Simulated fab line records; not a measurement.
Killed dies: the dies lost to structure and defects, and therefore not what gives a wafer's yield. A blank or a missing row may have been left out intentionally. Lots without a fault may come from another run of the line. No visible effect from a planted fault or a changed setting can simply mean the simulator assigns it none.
fab line records -- flow sky130 -- part 2 of 2: steps 22 to 30 of 30
[record] lots = 5, wafers = 15, last-day = 50
route steps=708 shown VT_ADJUST_LVTN@110 VT_ADJUST_NCORE@119 VT_ADJUST_HVTR@131
lots with no fault: from the same line, run without faults
start-h: start of the lot's first displayed wafer, in hours after the record's first day -- wait-h: how many hours have passed since the lot's step before this one -- " as in the row above -- L1.1+2: a single row standing in for several wafers -- - value missing, or start not given -- * or withheld: withheld -- < > ~ a bound
route shown NAME@n: NAME is a module with steps in the file, n the number in the route of the first one -- usual: mean/standard deviation taken from wafers without a fault -- same: alike in all rows -- chamber/n: place in a boat -- sites: per-site readings -- _std_site: the standard deviation of these -- _edge_site: inner sites' mean taken away from outer sites' mean -- radius-mm: how far each site lies from the wafer's centre -- mask NAME#n: copy n -- behind: the last tool/chamber to shape the wafer -- hold: cause of the lot's hold/its duration in hours/its outcome -- device: transistor that didn't switch, given as n, p or np -- end of line: the tests these same wafers got at the end of their route -- a step with no rows: only its recipe -- killed: dies that structure and defects cost at the first sort, which is not the same as the wafer's yield -- map: the dies of a wafer, with x for killed, . for not killed, _ for no die there
set.NAME: the run value of the setting; set.NAME@STEP: its run value at that earlier step -- model.NAME: the simulator's own value behind a step, which no gauge read
lots at selected steps of the route; one table per step, one row per wafer
services: a tool's chamber out of use, with start hour (start-h, from the record's first day; less than 0 if before it), hours out, and reason
[[steps]]
[step SKY_VT_ADJUST_HVTR_DEHYDRATE_00]
[recipe] temp-c = 200, time-s = 60
[usual] chill-plate-temp-C = 22.99/0.11, exhaust-pa = 44.6/0.89
lot.wafer,tool,chamber,start-h,wait-h,chill-plate-temp-C,exhaust-pa
L074.1,litho-track-03,0,191.65,10.2,22.94,45.3
L074.4,litho-track-03,0,191.65,10.2,23.14,44.2
L074.5,litho-track-03,0,191.65,10.2,23.11,44.7
L085.1,litho-track-02,0,268.78,11.3,23.02,42.5
L085.5,litho-track-02,0,268.78,11.3,23.06,43.2
L085.6,litho-track-02,0,268.78,11.3,23.08,43.9
L092.1,litho-track-02,0,320.03,11.8,22.85,43.2
L092.3,litho-track-02,0,320.03,11.8,22.91,42.6
L092.5,litho-track-02,0,320.03,11.8,22.87,44.1
L094.2,litho-track-01,0,341.66,11.7,23.03,45.5
L094.5,litho-track-01,0,341.66,11.7,23.06,46.7
L094.6,litho-track-01,0,341.66,11.7,23.17,45.6
L096.2,litho-track-02,0,350.30,12.8,23.05,46.0
L096.5,litho-track-02,0,350.30,12.8,23.00,45.7
L096.6,litho-track-02,0,350.30,12.8,22.97,45.3
[step SKY_VT_ADJUST_HVTR_HMDS_01]
[recipe] prime-time-s = 60, prime-temp-c = 120
[usual] chill-plate-temp-C = 22.99/0.11, exhaust-pa = 44.9/0.9
[same] prime-time-s = 60
lot.wafer,tool,chamber,start-h,wait-h,chill-plate-temp-C,exhaust-pa
L074.1,litho-track-03,0,191.80,0.1,22.92,44.8
L074.4,litho-track-03,0,191.80,0.1,22.97,44.2
L074.5,litho-track-03,0,191.80,0.1,22.86,44.6
L085.1,litho-track-02,0,268.93,0.1,23.06,45.8
L085.5,litho-track-02,0,268.93,0.1,23.05,45.3
L085.6,litho-track-02,0,268.93,0.1,23.09,45.5
L092.1,litho-track-02,0,320.18,0.1,23.03,46.2
L092.3,litho-track-02,0,320.18,0.1,22.99,46.3
L092.5,litho-track-02,0,320.18,0.1,22.92,45.3
L094.2,litho-track-01,0,341.81,0.1,22.86,45.7
L094.5,litho-track-01,0,341.81,0.1,22.92,45.7
L094.6,litho-track-01,0,341.81,0.1,22.90,46.5
L096.2,litho-track-02,0,350.45,0.1,23.12,46.1
L096.5,litho-track-02,0,350.45,0.1,23.12,45.6
L096.6,litho-track-02,0,350.45,0.1,23.12,44.9
[step SKY_VT_ADJUST_HVTR_COAT_02]
[recipe] resist = NOVOLAK, spin-rpm = 3000, resist-thk-nm = 1140
[usual] chill-plate-temp-C = 22.98/0.1, exhaust-pa = 45.1/0.9
lot.wafer,tool,chamber,start-h,wait-h,chill-plate-temp-C,exhaust-pa
L074.1,litho-track-03,0,191.95,0.1,23.01,44.9
L074.4,litho-track-03,0,191.95,0.1,22.99,44.5
L074.5,litho-track-03,0,191.95,0.1,22.82,46.1
L085.1,litho-track-02,0,269.08,0.1,23.05,45.6
L085.5,litho-track-02,0,269.08,0.1,22.89,45.8
L085.6,litho-track-02,0,269.08,0.1,22.95,45.7
L092.1,litho-track-02,0,320.33,0.1,23.24,44.6
L092.3,litho-track-02,0,320.33,0.1,22.95,45.5
L092.5,litho-track-02,0,320.33,0.1,22.99,44.5
L094.2,litho-track-01,0,341.96,0.1,22.94,44.4
L094.5,litho-track-01,0,341.96,0.1,22.89,43.6
L094.6,litho-track-01,0,341.96,0.1,23.14,44.0
L096.2,litho-track-02,0,350.60,0.1,23.09,45.5
L096.5,litho-track-02,0,350.60,0.1,23.10,45.5
L096.6,litho-track-02,0,350.60,0.1,23.20,46.2
[step SKY_VT_ADJUST_HVTR_SOFTBAKE_03]
[recipe] temp-c = 90, time-s = 60, resist = NOVOLAK
[usual] chill-plate-temp-C = 22.99/0.11, exhaust-pa = 45.1/0.87
lot.wafer,tool,chamber,start-h,wait-h,chill-plate-temp-C,exhaust-pa
L074.1,litho-track-03,0,192.10,0.1,23.06,44.3
L074.4,litho-track-03,0,192.10,0.1,23.08,45.8
L074.5,litho-track-03,0,192.10,0.1,23.12,45.3
L085.1,litho-track-02,0,269.23,0.1,22.93,43.0
L085.5,litho-track-02,0,269.23,0.1,22.79,44.3
L085.6,litho-track-02,0,269.23,0.1,22.80,45.3
L092.1,litho-track-02,0,320.48,0.1,23.10,45.2
L092.3,litho-track-02,0,320.48,0.1,22.97,43.9
L092.5,litho-track-02,0,320.48,0.1,22.96,43.1
L094.2,litho-track-01,0,342.11,0.1,22.86,45.3
L094.5,litho-track-01,0,342.11,0.1,23.05,45.9
L094.6,litho-track-01,0,342.11,0.1,23.12,46.4
L096.2,litho-track-02,0,350.75,0.1,23.12,44.4
L096.5,litho-track-02,0,350.75,0.1,23.18,45.1
L096.6,litho-track-02,0,350.75,0.1,23.00,44.4
[step SKY_VT_ADJUST_HVTR_EXPOSE_04]
[recipe] mask-id = HVTRM, target-cd-nm = 380, na = 0.6, source-shape = conventional, sigma-outer = 0.6, dose-mj = 150
[usual] reticle-temp-C = 22.99/0.12
lot.wafer,tool,chamber,start-h,wait-h,mask,reticle-temp-C
L074.1,iline-stepper-01,0,-,-,HVTRM#0,22.92
L074.4,iline-stepper-01,0,-,-,HVTRM#0,22.87
L074.5,iline-stepper-01,0,-,-,HVTRM#0,22.99
L085.1,iline-stepper-02,0,-,-,HVTRM#0,22.95
L085.5,iline-stepper-02,0,-,-,HVTRM#0,23.03
L085.6,iline-stepper-02,0,-,-,HVTRM#0,23.12
L092.1,iline-stepper-01,0,-,-,HVTRM#0,22.88
L092.3,iline-stepper-01,0,-,-,HVTRM#0,22.80
L092.5,iline-stepper-01,0,-,-,HVTRM#0,22.84
L094.2,iline-stepper-01,0,-,-,HVTRM#0,22.83
L094.5,iline-stepper-01,0,-,-,HVTRM#0,22.88
L094.6,iline-stepper-01,0,-,-,HVTRM#0,22.97
L096.2,iline-stepper-02,0,-,-,HVTRM#0,23.10
L096.5,iline-stepper-02,0,-,-,HVTRM#0,22.95
L096.6,iline-stepper-02,0,-,-,HVTRM#0,22.99
[step SKY_VT_ADJUST_HVTR_PEB_05]
[recipe] temp-c = withheld, time-s = *, resist = NOVOLAK
[usual] chill-plate-temp-C = *, exhaust-pa = 45.0/0.89
lot.wafer,tool,chamber,start-h,wait-h,chill-plate-temp-C,exhaust-pa
L074.1,litho-track-03,0,-,-,*,44.2
L074.4,litho-track-03,0,-,-,*,44.6
L074.5,litho-track-03,0,-,-,*,44.1
L085.1,litho-track-01,0,-,-,*,44.6
L085.5,litho-track-01,0,-,-,*,44.3
L085.6,litho-track-01,0,-,-,*,44.0
L092.1,litho-track-02,0,-,-,*,43.9
L092.3,litho-track-02,0,-,-,*,44.8
L092.5,litho-track-02,0,-,-,*,44.8
L094.2,litho-track-02,0,-,-,*,44.6
L094.5,litho-track-02,0,-,-,*,45.8
L094.6,litho-track-02,0,-,-,*,44.0
L096.2,litho-track-01,0,-,-,*,44.4
L096.5,litho-track-01,0,-,-,*,43.2
L096.6,litho-track-01,0,-,-,*,45.5
[step SKY_VT_ADJUST_HVTR_DEVELOP_06]
[recipe] develop-time-s = 60, dev-temp-c = 23
[usual] chill-plate-temp-C = 23.01/0.11, exhaust-pa = 45.0/0.91
lot.wafer,tool,chamber,start-h,wait-h,chill-plate-temp-C,exhaust-pa
L074.1,litho-track-03,0,206.50,0.1,23.31,43.6
L074.4,litho-track-03,0,206.50,0.1,23.18,45.4
L074.5,litho-track-03,0,206.50,0.1,23.30,44.3
L085.1,litho-track-01,0,281.23,0.1,23.16,45.3
L085.5,litho-track-01,0,281.23,0.1,23.16,45.9
L085.6,litho-track-01,0,281.23,0.1,22.96,45.1
L092.1,litho-track-02,0,332.93,0.1,23.16,43.8
L092.3,litho-track-02,0,332.93,0.1,23.00,44.8
L092.5,litho-track-02,0,332.93,0.1,22.96,45.8
L094.2,litho-track-02,0,355.70,0.1,22.96,44.9
L094.5,litho-track-02,0,355.70,0.1,23.08,45.4
L094.6,litho-track-02,0,355.70,0.1,22.97,44.6
L096.2,litho-track-01,0,364.36,0.1,23.07,45.1
L096.5,litho-track-01,0,364.36,0.1,23.14,44.1
L096.6,litho-track-01,0,364.36,0.1,23.05,44.9
[step SKY_VT_ADJUST_HVTR_CD_MEAS_07]
[recipe] target-cd-nm = 380
[usual] cd-nm = 379.3/2.6
lot.wafer,tool,chamber,start-h,wait-h,cd-nm
L074.1,cd-sem-01,-,206.65,0.1,379.0
L074.4,cd-sem-01,-,206.65,0.1,379.3
L074.5,cd-sem-01,-,206.65,0.1,379.3
L085.1,cd-sem-02,-,281.38,0.1,383.2
L085.5,cd-sem-02,-,281.38,0.1,382.6
L085.6,cd-sem-02,-,281.38,0.1,381.5
L092.1,cd-sem-01,-,333.08,0.1,380.6
L092.3,cd-sem-01,-,333.08,0.1,379.6
L092.5,cd-sem-01,-,333.08,0.1,379.7
L094.2,cd-sem-01,-,355.85,0.1,376.7
L094.5,cd-sem-01,-,355.85,0.1,375.0
L094.6,cd-sem-01,-,355.85,0.1,377.1
L096.2,cd-sem-02,-,364.50,0.1,373.7
L096.5,cd-sem-02,-,364.50,0.1,373.2
L096.6,cd-sem-02,-,364.50,0.1,373.0
[step SKY_VT_ADJUST_HVTR_OVL_MEAS_08]
[usual] VT_ADJUST_HVTR_OVL = -0.5/1.3
lot.wafer,tool,chamber,start-h,wait-h,VT_ADJUST_HVTR_OVL[nm]
L074.1,overlay-01,-,206.77,0.1,-0.2
L074.4,overlay-01,-,206.77,0.1,1.9
L074.5,overlay-01,-,206.77,0.1,-0.4
L085.1,overlay-02,-,281.50,0.1,-0.7
L085.5,overlay-02,-,281.50,0.1,-0.3
L085.6,overlay-02,-,281.50,0.1,0.5
L092.1,overlay-02,-,333.20,0.1,-0.5
L092.3,overlay-02,-,333.20,0.1,-0.9
L092.5,overlay-02,-,333.20,0.1,-0.8
L094.2,overlay-01,-,355.95,0.1,-0.4
L094.5,overlay-01,-,355.95,0.1,-0.3
L094.6,overlay-01,-,355.95,0.1,-0.5
L096.2,overlay-01,-,364.61,0.1,-2.7
L096.5,overlay-01,-,364.61,0.1,-2.4
L096.6,overlay-01,-,364.61,0.1,-2.2
[[services]]
tool,chamber,start-h,hours,kind
implanter-03,-,140.47,3.8,pm
implanter-02,-,154.97,2.2,repair
implanter-02,-,168.72,24.3,pm
iline-stepper-01,-,191.74,4.4,pm
iline-stepper-02,-,191.95,0.6,repair
iline-stepper-02,-,202.75,1.7,pm
implanter-03,-,211.32,3.1,repair
implanter-02,-,213.59,3.4,repair
implanter-03,-,214.36,1.3,repair
iline-stepper-01,-,216.73,2.1,pm
plasma-asher-04,-,221.33,4.1,repair
implanter-03,-,225.01,3.1,repair
implanter-03,-,234.05,1.1,repair
iline-stepper-01,-,250.77,0.8,pm
plasma-asher-01,-,257.98,5.9,repair
implanter-03,-,258.23,12.1,repair
plasma-asher-01,-,263.85,15.6,pm
plasma-asher-01,-,281.63,3.3,repair
plasma-asher-03,-,298.33,0.4,repair
implanter-03,-,299.83,3.0,repair
plasma-asher-03,-,300.21,1.9,repair
plasma-asher-01,-,321.14,3.2,repair
plasma-asher-04,-,324.07,2.8,pm
iline-stepper-01,-,329.80,1.7,pm
